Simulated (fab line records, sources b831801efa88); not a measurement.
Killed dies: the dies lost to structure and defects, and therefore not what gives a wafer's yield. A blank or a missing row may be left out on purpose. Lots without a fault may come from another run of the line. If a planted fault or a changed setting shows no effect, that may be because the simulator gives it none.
The same fault as seen by 2 desks :: flow gf180mcu :: each desk has only its own numbers; what lay behind them comes last

FOR THE TOOL OWNER'S DESK: cvd-w-01
The tool's own readings at GF_CONTACT_CVD_24 (deposits W, target thk 300 nm, time 90.339 s): means of the sampled wafers that have a number, for each lot that ran on this tool. If a lot's mean is further than 4 standard deviations from the usual mean, the lot is out of limits and carries the mark OUT (the distance appears in the brackets).
Columns: A = heater-power-w at GF_CONTACT_CVD_24, usual 809 W; B = susceptor-temp-C at GF_CONTACT_CVD_24, usual 400.00 C
lot: L129
first seen here: day 18 03:52
A: 783
B: 400.00

lot: L130
first seen here: day 18 08:56
A: 789
B: 399.80

lot: L131
first seen here: day 19 01:51
A: 789
B: 410.06 (+48) OUT

lot: L134
first seen here: day 20 02:11
A: 830
B: 409.97 (+47) OUT

lot: L141
first seen here: day 22 15:37
A: 749
B: 400.10

lot: L142
first seen here: day 22 20:30
A: 782
B: 399.96

lot: L144
first seen here: day 23 11:55
A: 780
B: 399.93
Finding of this desk: L131, L134 out of limits; the first was L131 at day 19 01:51, on susceptor-temp-C at GF_CONTACT_CVD_24. L129, L130, L141, L142, L144: within limits.

FROM THE METROLOGY DESK
What the gauges read, lot by lot, whatever tool the lot ran on: means of the sampled wafers that have a number. If a lot's mean is further than 4 standard deviations from the usual mean, the lot is out of limits and carries the mark OUT (the distance appears in the brackets).
Columns: A = CONTACT_OVL at GF_CONTACT_OVL_MEAS_15, usual 0 nm; B = CONTACT_W_RS at GF_CONTACT_RS_MEAS_25, usual 0.385 ohm/sq; C = CONTACT_W_THK at GF_CONTACT_THK_MEAS_26, usual 293 nm
lot: L127
first seen here: day 17 06:46
A: -3
B: 0.383
C: 297

lot: L128
first seen here: day 17 18:13
A: -3
B: 0.382
C: 294

lot: L129
first seen here: day 18 03:16
A: -9
B: 0.389
C: 290

lot: L130
first seen here: day 18 08:20
A: 5
B: 0.388
C: 288

lot: L131
first seen here: day 19 01:16
A: -3
B: 0.320 (-16) OUT
C: 349 (+16) OUT

lot: L134
first seen here: day 20 01:34
A: 1
B: 0.320 (-16) OUT
C: 344 (+14) OUT

lot: L141
first seen here: day 22 15:01
A: 0
B: 0.383
C: 295

lot: L142
first seen here: day 22 19:54
A: 11
B: 0.384
C: 295

lot: L143
first seen here: day 23 06:34
A: 0
B: 0.387
C: 292

lot: L144
first seen here: day 23 11:17
A: -1
B: 0.380
C: 296

lot: L146
first seen here: day 24 02:58
A: 1
B: 0.390
C: 288

lot: L147
first seen here: day 24 11:16
A: -4
B: 0.385
C: 291
This desk's finding: out of limits on L131, L134; first on L131, day 19 01:57 (CONTACT_W_RS at GF_CONTACT_RS_MEAS_25). L127, L128, L129, L130, L141, L142, L143, L144, L146, L147: within limits.

ALL TOGETHER
The tool owner's desk could have raised an alarm at day 19 01:51, on L131, L134.
At day 19 01:57 the metrology desk could have sounded an alarm, on L131, L134.
Of the lots named, all ran GF_CONTACT_CVD_24 on cvd-w-01.

WHAT WAS PUT IN BY THE SIMULATOR
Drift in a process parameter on cvd-w-01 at GF_CONTACT_CVD_24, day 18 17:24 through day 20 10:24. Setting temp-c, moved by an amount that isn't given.
Lots struck among those shown: L131, L134.
Hours from the fault's start to each desk's first reading out of limits: the tool owner's desk, 8; the metrology desk, 9.
